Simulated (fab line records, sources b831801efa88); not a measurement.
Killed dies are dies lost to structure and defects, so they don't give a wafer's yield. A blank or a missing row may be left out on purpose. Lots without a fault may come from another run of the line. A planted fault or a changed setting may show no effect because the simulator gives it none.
Tool commonality check | flow sky130 | 10 lots, 30 wafers sampled

WHY IT WAS OPENED
At SKY_VIA4_RS_MEAS_19 the reading VIA4_W_RS is flagged on 2 of 10 lots. Wafers without a fault read 0.2277 ohm/sq, standard deviation 0.0021.
Rule: a lot is flagged when every wafer of it that has a number lies more than 4 standard deviations from that mean, or none has a number. The other lots count as sound.

lot  | measured     | on            | VIA4_W_RS (ohm/sq), wafer by wafer | flag
L625 | day 43 17:33 | film_metro-01 | 0.1587 0.1567 0.1589               | FLAGGED
L627 | day 44 18:29 | film_metro-03 | 0.1581 0.1578 0.1570               | FLAGGED
L634 | day 46 13:53 | film_metro-03 | 0.2248 0.2271 0.2267               |
L636 | day 47 04:55 | film_metro-03 | 0.2238 0.2256 0.2253               |
L640 | day 47 12:40 | film_metro-04 | 0.2251 0.2241 0.2256               |
L639 | day 47 16:49 | film_metro-01 | 0.2298 0.2285 0.2281               |
L641 | day 48 00:44 | film_metro-03 | 0.2259 0.2269 0.2259               |
L642 | day 48 03:58 | film_metro-03 | 0.2281 0.2280 0.2309               |
L643 | day 48 06:35 | film_metro-04 | 0.2293 0.2287 0.2258               |
L644 | day 48 12:08 | film_metro-04 | 0.2288 0.2287 0.2269               |
The numbers of the flagged lots are 0.1579 ohm/sq on average: -0.0698 ohm/sq against the usual, or -33 standard deviations.

WHICH TOOL RAN EACH LOT
The record holds 2 process steps before the reading, out of a route of 708 steps. In each cell: the tool, then ch and the chambers that the sampled wafers went through, then the start.
lot  | flag    | SKY_METAL4_STRIP_19                  | SKY_VIA4_CVD_18
L625 | FLAGGED | plasma_asher-03 ch 0,1, day 42 17:02 | cvd_w-01 ch 0,1, day 43 17:23
L627 | FLAGGED | plasma_asher-02 ch 0,1, day 43 17:54 | cvd_w-01 ch 0,1, day 44 18:19
L634 |         | plasma_asher-04 ch 0,1, day 45 15:55 | cvd_w-02 ch 0,1, day 46 13:43
L636 |         | plasma_asher-02 ch 0,1, day 46 05:42 | cvd_w-02 ch 0,1, day 47 04:43
L640 |         | plasma_asher-02 ch 0,1, day 46 17:08 | cvd_w-01 ch 0,1, day 47 12:31
L639 |         | plasma_asher-02 ch 0,1, day 46 19:31 | cvd_w-01 ch 0,1, day 47 16:40
L641 |         | plasma_asher-02 ch 0,1, day 47 03:09 | cvd_w-02 ch 0,1, day 48 00:35
L642 |         | plasma_asher-04 ch 0,1, day 47 06:25 | cvd_w-01 ch 0,1, day 48 03:49
L643 |         | plasma_asher-02 ch 0,1, day 47 08:33 | cvd_w-02 ch 0,1, day 48 06:26
L644 |         | plasma_asher-03 ch 0,1, day 47 14:22 | cvd_w-01 ch 0,1, day 48 11:59
What these steps do:
- SKY_METAL4_STRIP_19: strips in O2/N2.
- SKY_VIA4_CVD_18: deposits W, target thk 505 nm, time 152.14 s.
- SKY_VIA4_RS_MEAS_19: measures by four-point-probe.

FLAGGED OVER TOTAL, TOOL BY TOOL (the gauges that took the reading come last)
step                | tool            | lots run | flagged | share of the flagged lots | sound lots run after its first flagged lot
SKY_METAL4_STRIP_19 | plasma_asher-02 | 6        | 1       | some                      | 5 (L636,L640,L639,L641,L643)
SKY_METAL4_STRIP_19 | plasma_asher-03 | 2        | 1       | some                      | 1 (L644)
SKY_METAL4_STRIP_19 | plasma_asher-04 | 2        | 0       | none                      | -
SKY_VIA4_CVD_18     | cvd_w-01        | 6        | 2       | all                       | 4 (L640,L639,L642,L644)
SKY_VIA4_CVD_18     | cvd_w-02        | 4        | 0       | none                      | -
SKY_VIA4_RS_MEAS_19 | film_metro-01   | 2        | 1       | some                      | 1 (L639)
SKY_VIA4_RS_MEAS_19 | film_metro-03   | 5        | 1       | some                      | 4 (L634,L636,L641,L642)
SKY_VIA4_RS_MEAS_19 | film_metro-04   | 3        | 0       | none                      | -

WHAT THE TABLE ALLOWS
1 row of the table ran every flagged lot: cvd_w-01 at SKY_VIA4_CVD_18.
- cvd_w-01 at SKY_VIA4_CVD_18: 2 of its 6 lots flagged. Sound lots ran on it after the first flagged one (L640, L639, L642, L644), which a lasting fault on the whole tool wouldn't allow. Its own readings lie more than 4 standard deviations out on every wafer of the flagged lots: susceptor_temp_C.
No row of the table ran every flagged lot and no sound lot after the first.

WHAT THE SIMULATOR HAD PUT IN
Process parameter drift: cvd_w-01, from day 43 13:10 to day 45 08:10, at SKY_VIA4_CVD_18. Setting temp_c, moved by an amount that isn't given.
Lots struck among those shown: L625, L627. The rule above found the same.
